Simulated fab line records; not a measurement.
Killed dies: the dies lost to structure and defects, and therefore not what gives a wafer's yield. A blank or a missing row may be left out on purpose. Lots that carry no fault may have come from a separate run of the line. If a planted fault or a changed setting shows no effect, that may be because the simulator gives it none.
Which tool did it?    flow sky130    13 lots, 39 wafers sampled, at 3 steps of a route of 708

## WHAT THE GAUGES READ, wafer by wafer
SKY_VT_ADJUST_NCORE_CD_MEAS_07: the cd target is 380 nm. Usual: cd_nm at 380.0 nm, with a standard deviation of 2.2.
lot   measured      on         cd_nm (nm)         flag
L230  day 8 10:10   cd_sem-02  378.9 375.1 378.7  
L231  day 8 16:37   cd_sem-02  380.0 382.1 383.1  
L232  day 9 05:56   cd_sem-01  380.1 381.7 382.1  
L233  day 9 11:04   cd_sem-01  384.7 382.0 381.6  
L234  day 9 17:20   cd_sem-01  376.9 378.0 376.2  
L235  day 9 22:55   cd_sem-02  376.7 377.9 376.4  
L237  day 10 19:27  cd_sem-02  381.7 385.5 382.9  
L238  day 10 23:48  cd_sem-02  381.5 380.4 382.5  
L239  day 11 09:16  cd_sem-01  378.8 379.2 379.8  
L246  day 13 09:52  cd_sem-01  379.4 379.1 381.0  
L247  day 13 13:04  cd_sem-02  379.3 379.0 378.8  
L250  day 14 11:43  cd_sem-02  382.1 380.1 381.8  
L251  day 14 17:25  cd_sem-01  379.1 379.5 378.5  

SKY_VT_ADJUST_NCORE_OVL_MEAS_08. Usual: VT_ADJUST_NCORE_OVL 0.3 nm, standard deviation 1.4.
lot   measured      on          VT_ADJUST_NCORE_OVL (nm)  flag
L230  day 8 10:17   overlay-02  -0.6 -0.9 -0.6            
L231  day 8 16:44   overlay-01  1.3 1.1 2.7               
L232  day 9 06:02   overlay-01  0.2 0.3 -0.2              
L233  day 9 11:11   overlay-02  1.4 1.3 0.6               
L234  day 9 17:26   overlay-02  0.5 -1.5 -0.1             
L235  day 9 23:02   overlay-01  2.3 2.1 0.0               
L237  day 10 19:34  overlay-02  -1.0 -0.2 -1.1            
L238  day 10 23:53  overlay-02  1.4 2.2 1.2               
L239  day 11 09:23  overlay-01  -0.5 -1.6 -2.7            
L246  day 13 09:59  overlay-01  0.8 1.3 2.5               
L247  day 13 13:11  overlay-02  2.0 0.5 0.4               
L250  day 14 11:50  overlay-01  2.1 -0.5 2.0              
L251  day 14 17:32  overlay-02  -0.4 0.8 -0.7             

## WHAT TOOL EACH LOT RAN ON (gives the tool, then ch and the chambers of the sampled wafers, and finally the start)
lot   SKY_NWELL_RTA_28
L230  rtp_anneal-02 ch 0, day 5 04:25
L231  rtp_anneal-01 ch 0, day 5 09:36
L232  rtp_anneal-01 ch 0, day 5 20:08
L233  rtp_anneal-02 ch 0, day 6 02:22
L234  rtp_anneal-01 ch 0, day 6 07:46
L235  rtp_anneal-02 ch 0, day 6 12:09
L237  rtp_anneal-02 ch 0, day 7 05:22
L238  rtp_anneal-01 ch 0, day 7 09:17
L239  rtp_anneal-02 ch 0, day 7 16:22
L246  rtp_anneal-01 ch 0, day 9 10:20
L247  rtp_anneal-02 ch 0, day 9 13:00
L250  rtp_anneal-02 ch 0, day 10 08:03
L251  rtp_anneal-01 ch 0, day 10 13:23
- SKY_NWELL_RTA_28: time 30 s.

## WHAT THE TOOLS THEMSELVES READ (means of the sampled wafers that have a number; where no wafer has one, the mark that the record gives instead)
SKY_NWELL_RTA_28. Usual: chamber_o2_ppm 1.994, standard deviation 0.022; lamp_power_pct 25.31 %, standard deviation 0.053; wafer_temp_C_max 1054.9, standard deviation 0.93.
lot   tool           chamber_o2_ppm  lamp_power_pct (%)  wafer_temp_C_max  flag
L230  rtp_anneal-02  2.011           25.33               1054.4            
L231  rtp_anneal-01  1.965           25.32               1054.9            
L232  rtp_anneal-01  1.975           25.34               1055.1            
L233  rtp_anneal-02  2.009           25.33               1056.4            
L234  rtp_anneal-01  1.980           25.28               1055.5            
L235  rtp_anneal-02  1.988           25.33               1055.7            
L237  rtp_anneal-02  2.021           25.30               1056.0            
L238  rtp_anneal-01  1.976           25.31               1054.8            
L239  rtp_anneal-02  1.996           25.28               1054.7            
L246  rtp_anneal-01  2.001           25.29               1054.9            
L247  rtp_anneal-02  1.992           25.29               1054.6            
L250  rtp_anneal-02  2.007           25.26               1055.1            
L251  rtp_anneal-01  1.994           25.26               1054.9            

## THE ANSWER, worked out from the rows above alone
Rule: lot off if the mean of its wafers having a number is beyond 3 standard deviations from the usual mean. A lot without any number at a reading at which 4 lots or more have one is off too. The other lots that the step has rows for count as sound. Order of review: gauges by route order, followed by the tools' own readings, for which a lot's mean as printed above is used. At the first step where some lot is off, the reading lying furthest off is the one used; lots without a number count as furthest.
None of the lots is off at any reading shown; this tells nothing.

## WHAT THE SIMULATOR PUT IN
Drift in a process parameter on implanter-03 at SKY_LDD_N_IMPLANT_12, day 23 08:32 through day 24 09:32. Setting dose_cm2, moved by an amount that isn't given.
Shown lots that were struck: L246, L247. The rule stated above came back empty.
